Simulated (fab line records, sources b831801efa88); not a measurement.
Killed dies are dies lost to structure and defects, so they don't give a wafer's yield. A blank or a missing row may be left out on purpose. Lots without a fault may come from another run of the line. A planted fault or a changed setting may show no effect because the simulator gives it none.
fab line records | flow gf180mcu
record lots=14 wafers=42 last_day=34
route steps=602 shown V3@451 M4@456 MIM@508
lots that met no fault: from a run of the same line without faults
start_h: hours from the record's first day to the start of the lot's first wafer shown | wait_h: hours since the lot's step before | " the same as in the row above | L1.1+2: a row that stands for several wafers | - no value, or no start given | * or withheld: withheld | < > ~ a bound
route shown NAME@n: a module of which the file shows steps, and the number in the route of the first | usual: mean/standard deviation of fault-free wafers | same: alike in all rows | chamber/n: place in a boat | sites: the reading at each site | _std_site: their standard deviation | _edge_site: outer sites' mean less inner sites' | radius_mm: how far each site lies from the wafer's centre | mask NAME#n: copy n | behind: the tool/chamber that last shaped the wafer | hold: why the lot was held/for how many hours/how that ended | device: the transistor (n, p or np) that didn't switch | end of line: the same wafers' tests at the end of the route | a step without rows: its recipe alone | killed: dies lost to structure and defects at the first sort, not the wafer's yield | map: a wafer's dies, x killed, . not, _ none there
set.NAME: the setting as run; set.NAME@STEP: as run at that earlier step | model.NAME: the simulator's own value behind a step, which no gauge read
steps of the route over a sample of lots; a table a step, a row a wafer
services: from which hour (start_h, from the record's first day; less than 0 if before it) a tool's chamber was out of use, for how many hours, and why
## steps
# step GF_V3_SPUTTER_22
# recipe material=TiN target_thk_nm=10 chamber_pressure_pa=5 power_w=4000 time_s=40
# usual cathode_dc_power_W=3999.9/0.77 throttle_valve_pct=29.9/1.3
# same time_s=40
# columns lot.wafer tool chamber start_h wait_h cathode_dc_power_W throttle_valve_pct
L269.2 pvd_sputter-02 - 516.38 0.0 3999.9 31.5
L269.4 " - " " 3999.6 31.5
L269.6 " - " " 3999.5 28.4
L271.3 pvd_sputter-01 - 535.30 0.0 3999.2 32.6
L271.4 " - " " 3999.2 30.2
L271.6 " - " " 3999.2 30.1
L272.2 pvd_sputter-01 - 545.69 0.0 3997.6 28.7
L272.3 " - " " 3999.6 29.2
L272.5 " - " " 3997.7 28.8
L274.4 pvd_sputter-03 - 568.71 0.0 4000.0 30.1
L274.5 " - " " 4000.1 27.6
L274.6 " - " " 4000.8 30.9
L275.2 pvd_sputter-01 - 578.35 0.0 4001.7 28.8
L275.4 " - " " 4000.3 32.2
L275.5 " - " " 3999.4 29.0
L277.4 pvd_sputter-01 - 589.28 0.0 3999.4 29.0
L277.5 " - " " 3999.9 28.7
L277.6 " - " " 4000.5 30.0
L279.1 pvd_sputter-01 - 616.73 0.0 3999.9 28.6
L279.3 " - " " 4000.3 29.3
L279.5 " - " " 4000.4 32.4
L280.4 pvd_sputter-03 - 628.19 0.0 3999.8 30.8
L280.5 " - " " 4000.9 30.6
L280.6 " - " " 4000.3 30.0
L283.1 pvd_sputter-01 - 644.53 0.0 4000.3 29.4
L283.2 " - " " 3999.5 29.8
L283.3 " - " " 3999.7 28.8
L284.1 pvd_sputter-03 - 646.58 0.0 3999.1 30.2
L284.4 " - " " 3999.5 27.7
L284.6 " - " " 4000.9 29.9
L286.1 pvd_sputter-03 - 661.25 0.0 3999.2 30.1
L286.4 " - " " 4001.3 27.6
L286.6 " - " " 3999.4 30.3
L288.1 pvd_sputter-01 - 670.19 0.0 4000.0 28.7
L288.2 " - " " 4000.5 30.0
L288.4 " - " " 3999.2 32.4
L289.2 pvd_sputter-01 - 673.84 0.0 4000.2 29.0
L289.5 " - " " 4000.3 30.2
L289.6 " - " " 3999.4 29.1
L291.3 pvd_sputter-03 - 686.81 0.0 3999.9 30.2
L291.4 " - " " 3998.5 30.7
L291.5 " - " " 4000.3 30.7
# step GF_M4_SPUTTER_00
# recipe material=Ti target_thk_nm=37.5 arriving_ion_energy_ev=80 substrate_temp_c=200 chamber_pressure_pa=2 power_w=4000 time_s=150
# usual cathode_dc_power_W=4000.1/0.69 throttle_valve_pct=30.0/1.2
# same time_s=150
# columns lot.wafer tool chamber start_h wait_h cathode_dc_power_W throttle_valve_pct
L269.2 pvd_sputter-03 - 517.01 0.2 3999.7 30.9
L269.4 " - " " 3998.8 30.4
L269.6 " - " " 4000.2 27.8
L271.3 pvd_sputter-02 - 535.93 0.1 3999.7 31.4
L271.4 " - " " 3999.4 31.6
L271.6 " - " " 3999.3 31.4
L272.2 pvd_sputter-03 - 546.32 0.1 4000.6 31.1
L272.3 " - " " 3998.9 30.1
L272.5 " - " " 4000.6 30.3
L274.4 pvd_sputter-04 - 569.35 0.1 4000.5 30.5
L274.5 " - " " 4000.5 29.6
L274.6 " - " " 3999.1 29.3
L275.2 pvd_sputter-04 - 578.99 0.1 3999.3 29.4
L275.4 " - " " 4000.1 30.4
L275.5 " - " " 3999.3 32.0
L277.4 pvd_sputter-04 - 589.91 0.2 3999.2 30.1
L277.5 " - " " 4000.8 30.1
L277.6 " - " " 4000.7 31.3
L279.1 pvd_sputter-03 - 617.36 0.1 3999.7 30.6
L279.3 " - " " 4000.7 27.3
L279.5 " - " " 3999.2 30.4
L280.4 pvd_sputter-03 - 628.82 0.1 3999.0 27.8
L280.5 " - " " 4000.4 27.8
L280.6 " - " " 4000.5 30.5
L283.1 pvd_sputter-03 - 645.16 0.1 4000.4 27.5
L283.2 " - " " 3999.8 29.8
L283.3 " - " " 3999.1 30.5
L284.1 pvd_sputter-04 - 647.21 0.2 4001.0 29.3
L284.4 " - " " 4000.8 30.2
L284.6 " - " " 4000.3 31.7
L286.1 pvd_sputter-04 - 661.88 0.2 4000.0 30.5
L286.4 " - " " 4000.3 31.7
L286.6 " - " " 4000.2 29.4
L288.1 pvd_sputter-04 - 670.82 0.1 3998.6 29.2
L288.2 " - " " 4000.0 30.2
L288.4 " - " " 3999.1 31.3
L289.2 pvd_sputter-03 - 674.50 0.1 4000.2 30.2
L289.5 " - " " 3999.7 30.6
L289.6 " - " " 3999.1 30.1
L291.3 pvd_sputter-03 - 687.45 0.2 3999.2 30.3
L291.4 " - " " 3999.5 30.3
L291.5 " - " " 3999.9 30.0
# step GF_MIM_CVD_05
# recipe material=Si3N4 target_thk_nm=42 temp_max_c=400 temp_c=385 time_s=29.086 rf_w=450
# usual heater_power_w=660/69 susceptor_temp_C=385.00/0.21
# columns lot.wafer tool chamber start_h wait_h heater_power_w susceptor_temp_C
L269.2 pecvd-04 1 565.48 0.0 588 384.73
L269.4 " 1 " " 588 384.80
L269.6 " 2 " " 636 385.06
L271.3 pecvd-01 1 583.65 0.0 691 384.93
L271.4 " 0 " " 655 384.89
L271.6 " 1 " " 699 385.29
L272.2 pecvd-01 2 594.19 0.0 717 385.15
L272.3 " 1 " " 732 384.96
L272.5 " 1 " " 727 385.20
L274.4 pecvd-04 1 615.73 0.0 602 385.38
L274.5 " 1 " " 585 385.18
L274.6 " 2 " " 584 385.25
L275.2 pecvd-04 2 624.01 0.0 590 384.75
L275.4 " 1 " " 653 384.78
L275.5 " 1 " " 658 384.69
L277.4 pecvd-04 2 634.00 0.0 591 385.21
L277.5 " 1 " " 632 385.03
L277.6 " 2 " " 611 385.30
L279.1 pecvd-01 2 660.52 0.0 674 385.19
L279.3 " 0 " " 579 384.87
L279.5 " 2 " " 711 384.81
L280.4 pecvd-01 0 672.01 0.0 669 385.06
L280.5 " 1 " " 702 385.28
L280.6 " 2 " " 706 385.04
L283.1 pecvd-01 0 686.88 0.0 622 385.15
L283.2 " 1 " " 734 384.77
L283.3 " 2 " " 759 385.32
L284.1 pecvd-03 0 688.38 0.0 712 385.01
L284.4 " 1 " " 649 385.01
L284.6 " 0 " " 723 385.17
L286.1 pecvd-03 1 703.28 0.0 742 385.18
L286.4 " 1 " " 741 385.01
L286.6 " 0 " " 749 384.87
L288.1 pecvd-04 2 710.55 0.0 597 384.58
L288.2 " 1 " " 581 385.00
L288.4 " 1 " " 579 385.46
L289.2 pecvd-04 2 714.51 0.0 581 385.03
L289.5 " 1 " " 592 385.03
L289.6 " 2 " " 582 385.17
L291.3 pecvd-03 2 727.90 0.0 613 385.06
L291.4 " 0 " " 697 384.94
L291.5 " 2 " " 604 384.99
# step GF_MIM_THK_MEAS_06
# recipe reads=Si3N4_of_MIM_CVD_05
# usual MIM_CVD_05_THK=42.0/0.65
# columns lot.wafer tool chamber start_h wait_h MIM_CVD_05_THK[nm]
L269.2 film_metro-04 - 565.54 0.0 40.8
L269.4 " - " " 41.3
L269.6 " - " " 41.9
L271.3 film_metro-04 - 583.70 0.0 41.3
L271.4 " - " " 42.3
L271.6 " - " " 42.1
L272.2 film_metro-02 - 594.23 0.0 40.9
L272.3 " - " " 40.9
L272.5 " - " " 41.9
L274.4 film_metro-02 - 615.80 0.0 42.1
L274.5 " - " " 42.3
L274.6 " - " " 42.3
L275.2 film_metro-02 - 624.07 0.0 41.4
L275.4 " - " " 42.2
L275.5 " - " " 42.3
L277.4 film_metro-04 - 634.06 0.0 42.6
L277.5 " - " " 42.3
L277.6 " - " " 42.2
L279.1 film_metro-02 - 660.55 0.0 41.7
L279.3 " - " " 41.9
L279.5 " - " " 42.1
L280.4 film_metro-02 - 672.06 0.0 57.5
L280.5 " - " " 56.4
L280.6 " - " " 56.8
L283.1 film_metro-02 - 686.91 0.0 56.3
L283.2 " - " " 56.1
L283.3 " - " " 55.9
L284.1 film_metro-02 - 688.42 0.0 42.8
L284.4 " - " " 43.6
L284.6 " - " " 42.9
L286.1 film_metro-04 - 703.32 0.0 42.0
L286.4 " - " " 42.2
L286.6 " - " " 42.9
L288.1 film_metro-01 - 710.60 0.0 41.2
L288.2 " - " " 41.0
L288.4 " - " " 41.6
L289.2 film_metro-02 - 714.57 0.0 41.6
L289.5 " - " " 41.5
L289.6 " - " " 42.2
L291.3 film_metro-02 - 727.95 0.0 42.6
L291.4 " - " " 42.8
L291.5 " - " " 43.1
# step GF_MIM_SPUTTER_07
# recipe material=TiN target_thk_nm=60 power_w=6500 time_s=50 chamber_pressure_pa=0.4
# usual cathode_dc_power_W=6500.2/1.2 throttle_valve_pct=30.1/1.2
# same time_s=50
# columns lot.wafer tool chamber start_h wait_h cathode_dc_power_W throttle_valve_pct
L269.2 pvd_sputter-02 - 565.59 0.0 6502.5 29.8
L269.4 " - " " 6500.8 31.4
L269.6 " - " " 6500.9 31.5
L271.3 pvd_sputter-01 - 583.74 0.0 6500.1 29.1
L271.4 " - " " 6500.1 29.7
L271.6 " - " " 6498.9 28.7
L272.2 pvd_sputter-02 - 594.28 0.0 6500.0 31.2
L272.3 " - " " 6499.8 28.4
L272.5 " - " " 6499.5 29.6
L274.4 pvd_sputter-01 - 615.83 0.0 6499.4 32.5
L274.5 " - " " 6500.5 29.9
L274.6 " - " " 6501.6 29.4
L275.2 pvd_sputter-01 - 624.12 0.0 6500.9 29.4
L275.4 " - " " 6500.4 30.2
L275.5 " - " " 6499.1 30.1
L277.4 pvd_sputter-01 - 634.09 0.0 6499.9 28.7
L277.5 " - " " 6501.4 29.0
L277.6 " - " " 6500.8 29.8
L279.1 pvd_sputter-01 - 660.61 0.1 6500.2 28.5
L279.3 " - " " 6497.0 29.6
L279.5 " - " " 6500.2 32.2
L280.4 pvd_sputter-04 - 672.09 0.0 6500.9 29.1
L280.5 " - " " 6500.1 29.4
L280.6 " - " " 6500.3 29.4
L283.1 pvd_sputter-04 - 686.97 0.1 6498.3 29.3
L283.2 " - " " 6499.9 30.3
L283.3 " - " " 6498.6 29.2
L284.1 pvd_sputter-04 - 688.48 0.1 6500.6 29.6
L284.4 " - " " 6501.0 31.6
L284.6 " - " " 6499.5 30.4
L286.1 pvd_sputter-04 - 703.38 0.1 6497.0 29.6
L286.4 " - " " 6500.3 31.8
L286.6 " - " " 6500.4 29.2
L288.1 pvd_sputter-02 - 710.66 0.1 6500.4 28.6
L288.2 " - " " 6500.8 31.6
L288.4 " - " " 6500.8 29.6
L289.2 pvd_sputter-04 - 714.62 0.0 6499.3 30.2
L289.5 " - " " 6500.9 31.7
L289.6 " - " " 6497.6 29.3
L291.3 pvd_sputter-01 - 727.99 0.0 6502.6 30.0
L291.4 " - " " 6500.0 29.0
L291.5 " - " " 6500.0 29.2
## services
# columns tool chamber start_h hours kind
pecvd-01 2 524.93 4.4 repair
pecvd-04 0 552.16 186.0 repair
pecvd-01 - 574.97 2.8 pm
pvd_sputter-04 2 597.02 - consumable_replace:kit
pvd_sputter-04 2 597.02 18.0 scheduled_down
pvd_sputter-04 2 597.02 18.0 vent_cycle
pvd_sputter-01 - 598.81 3.0 repair
pecvd-03 - 610.03 14.6 pm
pecvd-04 - 612.02 0.5 repair
pvd_sputter-02 - 616.38 2.8 repair
pecvd-04 - 619.97 1.4 repair
pvd_sputter-01 - 621.42 2.4 repair
pvd_sputter-02 - 641.09 61.8 repair
pvd_sputter-03 3 643.28 - consumable_replace:kit
pvd_sputter-03 3 643.28 18.0 scheduled_down
pvd_sputter-03 3 643.28 18.0 vent_cycle
pecvd-03 - 643.47 0.7 repair
pecvd-03 - 676.56 0.3 repair
pecvd-03 2 689.87 3.7 repair
pvd_sputter-01 1 694.40 - consumable_replace:kit
pvd_sputter-01 1 694.40 18.0 scheduled_down
pvd_sputter-01 1 694.40 18.0 vent_cycle
pvd_sputter-02 - 713.56 2.4 repair
pvd_sputter-02 - 723.96 2.4 repair
## key
first_sign step=GF_MIM_THK_MEAS_06 reading=MIM_CVD_05_THK direction=up sigmas=22 usual=42.0 struck=56.5
effect none on later readings
met_at GF_MIM_CVD_05
struck_lots L280,L283
sort_left_out L280.4,L280.5,L280.6
tester_left_out L280
not_acting_at GF_V3_SPUTTER_22,GF_M4_SPUTTER_00,GF_MIM_SPUTTER_07
onset_between 660.52 672.01
earlier_fault kind=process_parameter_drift tool=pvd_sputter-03 chamber=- onset_h=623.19 steps=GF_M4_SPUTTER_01 channel=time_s offset=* shape=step acts_in=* stated=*
earlier_fault kind=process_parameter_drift tool=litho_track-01 chamber=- onset_h=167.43 steps=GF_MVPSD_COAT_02 channel=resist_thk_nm offset=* shape=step end_h=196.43 acts_in=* stated=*
fault kind=process_parameter_drift tool=pecvd-01 chamber=- onset_h=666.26 steps=GF_MIM_CVD_05 channel=target_thk_nm offset=14.814 shape=step acts_in=these_recipes_only stated=42
# tester_left_out: of these lots the tester's yield and bins aren't shown, on N5 and GAA mostly nor the transistor test; their killed dies are dies lost to structure and defects alone, not to doping, threshold or leakage, so they don't give the yield
# sort_left_out: the simulated sort isn't trusted on such a fault, so these wafers' sort isn't shown, and their yield isn't known
